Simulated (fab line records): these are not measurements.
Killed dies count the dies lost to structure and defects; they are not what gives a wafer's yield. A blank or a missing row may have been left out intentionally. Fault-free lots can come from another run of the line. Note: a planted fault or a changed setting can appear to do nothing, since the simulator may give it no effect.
Problem report, 8D (eight disciplines) form, completed by code :: flow sky130 :: the parts of the form that need people (team, actions taken, sign-off) are left out

1. PROBLEM STATEMENT
RES_XHIGH_RS at SKY_SD_N_RS_MEAS_18 reads a mean of 317.5 ohm/sq on 6 wafers of 2 lots; wafers without a fault read 332.9 ohm/sq with a standard deviation of 1.5. Measured from the usual mean, that is -10 standard deviations.
The step: measures by four-point-probe.
First observed at day 32 00:36: wafer L650.1, on film_metro-03. Wafers with a number at this step in the record: 36, from 12 lots. Rule for "out" (also "out of limits"): further than 4 standard deviations from the usual mean. The rest of the wafers with a number are treated as sound.

2. WHAT IT IS, AND WHAT IT ISN'T
question: which readings at this step
is: RES_XHIGH_RS
is not: -

question: which lots
is: L650, L653
is not: L639, L642, L647, L648, L649, L651, L654, L657, L661, L662

question: which wafers of those lots
is: all that have a number
is not: -

question: read on which gauges
is: film_metro-03, film_metro-04
is not: film_metro-02

question: when
is: from day 32 00:36
is not: up to then (15 sound wafers); but 15 sound wafers of L651, L654, L657, L661, L662 came after

3. SUSPECTS, AND WHAT RULES EACH OUT
Counting: a tool stays on the suspect list if, at a process step up to the reading, it processed all lots that are out and no sound lot following the first of them.
- the gauge at SKY_SD_N_RS_MEAS_18: ruled out. 2 gauges (film_metro-03, film_metro-04) read the wafers that are out.
- implanter-03 at SKY_RES_XHIGH_IMPLANT_07: ruled out as a lasting fault. After its first lot that is out, L650 (day 30 19:35), sound lots L661 ran on it.
- rtp_anneal-02 at SKY_SD_N_RTA_14 (time 2 s): ruled out as a lasting fault. After its first lot that is out, L650 (day 32 00:08), sound lots L662 ran on it.
Left after counting: nothing in the record.

4. THE CAUSE (what the simulator had put in)
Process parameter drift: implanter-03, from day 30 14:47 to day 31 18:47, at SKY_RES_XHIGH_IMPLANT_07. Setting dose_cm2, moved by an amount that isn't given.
It was ruled out by counting, in error; the rule expects a fault to strike all lots run on its tool from its start on, and this fault did not.

5. THE EFFECT CHAIN, in route order
Each row: a reading whose mean over the struck wafers that have a number lies more than 3 standard deviations from the usual. Readings are gone through only where the record gives a usual standard deviation; hours: the median, over the lots, of the time from a lot's start at the first step in this table giving one to that lot's start at this step; sigmas: the change measured in usual standard deviations.
hours: 0
step: SKY_RES_XHIGH_IMPLANT_07
reading: dose_ions_cm2
usual: 3.6e+14
on struck wafers: 3.8e+14
change: +2.0e+13
sigmas: +55

hours: 29
step: SKY_SD_N_RS_MEAS_18
reading: RES_XHIGH_RS
usual: 332.9 ohm/sq
on struck wafers: 317.5
change: -15.4
sigmas: -10
It contains these process steps:
- SKY_RES_XHIGH_IMPLANT_07

6. WHAT WOULD HAVE CAUGHT IT SOONER
Counted from the fault's start at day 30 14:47, it took 34 hours until the first out-of-limits reading at a measuring or inspecting step in this record, taken at day 32 00:36.
The tool's own readings at SKY_RES_XHIGH_IMPLANT_07 were out on every struck wafer that the step has a row for (dose_ions_cm2): an alarm limit on them would have fired on the first of those.
